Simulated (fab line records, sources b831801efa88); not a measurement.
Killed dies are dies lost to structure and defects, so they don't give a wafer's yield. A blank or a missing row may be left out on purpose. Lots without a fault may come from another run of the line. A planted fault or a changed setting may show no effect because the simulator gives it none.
A struck lot beside a sound one | flow sky130 | 16 steps out of a route of 708
Sound: wafers L778.2, L778.4, L778.6. Struck: wafers L783.1, L783.2, L783.6. The cause comes at the end.
At each step with rows: each side's tool, then ch and its chambers, then its first start. Under that, the readings that differ: sound wafers | struck wafers | difference of the means | sigmas: that difference in standard deviations of wafers without a fault.
alike: readings whose means differ by less than 2 such deviations, and words and numbers that are the same on both sides. not compared: withheld readings, readings that some wafer has no value for, bounds like >300 that may hide the same value, and numbers for which the record gives no deviation and whose values overlap.
The two part at a step that has a row with sigmas, a row that says differs or no value, or rows on one side only. Numbers that don't overlap but have no deviation are shown without sigmas and don't part them. A reading that every wafer of one side lacks parts them only if that side has two wafers or more.

SKY_NWELL_RS_MEAS_29: measures by four-point-probe.
  sound on film_metro-02, day 7 19:33; struck on film_metro-02, day 9 02:33
  reading           | sound             | struck            | difference | sigmas
  NWELL_RS (ohm/sq) | 620.3 618.3 619.3 | 624.3 626.0 625.6 | +6.0       | +3
SKY_NWELL_RS_MEAS_31: measures by four-point-probe.
  sound on film_metro-02, day 7 19:47; struck on film_metro-02, day 9 02:47
  alike: PWDE_RS
then, 7 steps without rows for these wafers: SKY_VT_ADJUST_HVTP_DEHYDRATE_00 (time 60 s); SKY_VT_ADJUST_HVTP_HMDS_01 (prime time 60 s); SKY_VT_ADJUST_HVTP_COAT_02 (resist thk 1140 nm); SKY_VT_ADJUST_HVTP_SOFTBAKE_03 (time 60 s); SKY_VT_ADJUST_HVTP_EXPOSE_04 (exposes mask HVTPM, target cd 380 nm); SKY_VT_ADJUST_HVTP_PEB_05; SKY_VT_ADJUST_HVTP_DEVELOP_06 (develop time 60 s).
SKY_VT_ADJUST_HVTP_CD_MEAS_07: target cd 380 nm.
  sound on cd_sem-01, day 8 15:52; struck on cd_sem-02, day 10 00:53
  alike: cd_nm
SKY_VT_ADJUST_HVTP_OVL_MEAS_08:
  sound on overlay-01, day 8 15:58; struck on overlay-02, day 10 01:01
  alike: VT_ADJUST_HVTP_OVL
SKY_VT_ADJUST_HVTP_IMPLANT_09:
  sound on implanter-01 ch 0, day 8 16:01; struck on implanter-01 ch 0, day 10 01:02
  reading            | sound                         | struck                       | difference | sigmas
  dose_ions_cm2      | 4.294e+12 4.303e+12 4.296e+12 | 2.545e+12 2.537e+12 2.54e+12 | -1.757e+12 | -99 or more
  faraday_current_uA | 24.3 23.7 24.1                | 14.5 14.5 14.2               | -9.6       | -20
SKY_VT_ADJUST_HVTP_STRIP_10: strips in O2/N2.
  sound on plasma_asher-03 ch 1, day 8 16:08; struck on plasma_asher-02 ch 0,1, day 10 01:11
  alike: drypump_motor_current_A, oes_product_au, strip_time_to_endpoint_s
  not compared: rf_hours_counter_h
SKY_VT_ADJUST_HVTP_TW_MEAS_11:
  sound on film_metro-01, day 8 16:15; struck on film_metro-01, day 10 01:17
  reading           | sound          | struck         | difference | sigmas
  VT_ADJUST_HVTP_TW | 1403 1400 1398 | 1169 1171 1171 | -230       | -9
then, 1 step without rows for these wafers: SKY_VT_ADJUST_LVTN_DEHYDRATE_00 (time 60 s).
-- the record jumps here: 39 days lie between the struck wafers' starts before and after (it left off in module VT_ADJUST_LVTN and takes up again in module PAD_OPEN, whose first step shown is number 708 of the route) --
SKY_PAD_OPEN_PROBE_99:
  sound on prober-01, day 48 05:50; struck on prober-02, day 49 12:45
  reading             | sound    | struck   | difference | sigmas
  killed_at_front_end | 22 32 18 | 14 19 11 | -9         | -2
  alike: killed_at_M0_to_M3, killed_at_M4_up, killed_at_contacts, killed_at_other, killed_dies, killed_open, killed_short

WHERE THEY PART
First at SKY_NWELL_RS_MEAS_29; last, within this record, at SKY_PAD_OPEN_PROBE_99.

WHY: what the simulator had put in
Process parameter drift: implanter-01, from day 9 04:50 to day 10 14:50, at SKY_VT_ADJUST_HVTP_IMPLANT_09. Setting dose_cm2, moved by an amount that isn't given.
